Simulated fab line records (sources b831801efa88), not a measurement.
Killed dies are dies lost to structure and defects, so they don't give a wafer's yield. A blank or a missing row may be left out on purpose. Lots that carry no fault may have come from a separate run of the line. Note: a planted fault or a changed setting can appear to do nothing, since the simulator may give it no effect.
2 desks looking at one fault ; flow gf180mcu ; what lay behind the numbers comes last; until then each desk has only its own

THE METROLOGY DESK
Means of the sampled wafers that have a number, per lot and without regard to the tool the lot ran on: this is what the gauges read. Any lot whose mean is over 4 standard deviations away from the usual mean is out of limits and marked OUT; that distance is given in the brackets.
Columns: A = PASSIVATION_BOW at GF_PASSIVATION_BOW_MEAS_14, usual 139 um
lot;first seen here;A
L660;day 29 06:14;125
L661;day 29 10:13;134
L662;day 29 18:32;152
L663;day 29 18:47;143
L664;day 30 13:25;119
L665;day 30 18:15;145
L671;day 32 13:47;113
L672;day 32 18:44;138
L675;day 33 06:15;149
L678;day 33 22:04;139
L679;day 33 23:11;129
L681;day 34 13:14;139
L682;day 34 16:11;144
L683;day 34 20:51;140
This desk's finding: nothing out of limits on any of the 14 lots.

AT THE TOOL OWNER'S DESK: rieDiel-01
The tool's own readings at GF_CONTACT_ETCH_17 (etches SiO2 in C4F8/O2/Ar, stops on CoSi2, target depth 860 nm): means of the sampled wafers that have a number, for each lot that ran on this tool. Any lot whose mean is over 4 standard deviations away from the usual mean is out of limits and marked OUT; that distance is given in the brackets.
Columns: A = oesProductAu at GF_CONTACT_ETCH_17, usual 0.815 a.u.
lot;first seen here;A
L660;day 16 10:00;0.813
L663;day 16 23:00;0.816
L664;day 17 23:00;0.816
L671;day 20 14:00;0.818
L672;day 20 20:00;0.811
L681;day 23 14:00;0.819
L682;day 23 19:00;0.814
L683;day 24 03:00;0.812
This desk's finding: nothing out of limits on any of the 8 lots.

ALL TOGETHER
At the metrology desk, nothing out of limits was observed.
Nothing out of limits was seen by the tool owner's desk.

WHAT THE SIMULATOR PUT IN
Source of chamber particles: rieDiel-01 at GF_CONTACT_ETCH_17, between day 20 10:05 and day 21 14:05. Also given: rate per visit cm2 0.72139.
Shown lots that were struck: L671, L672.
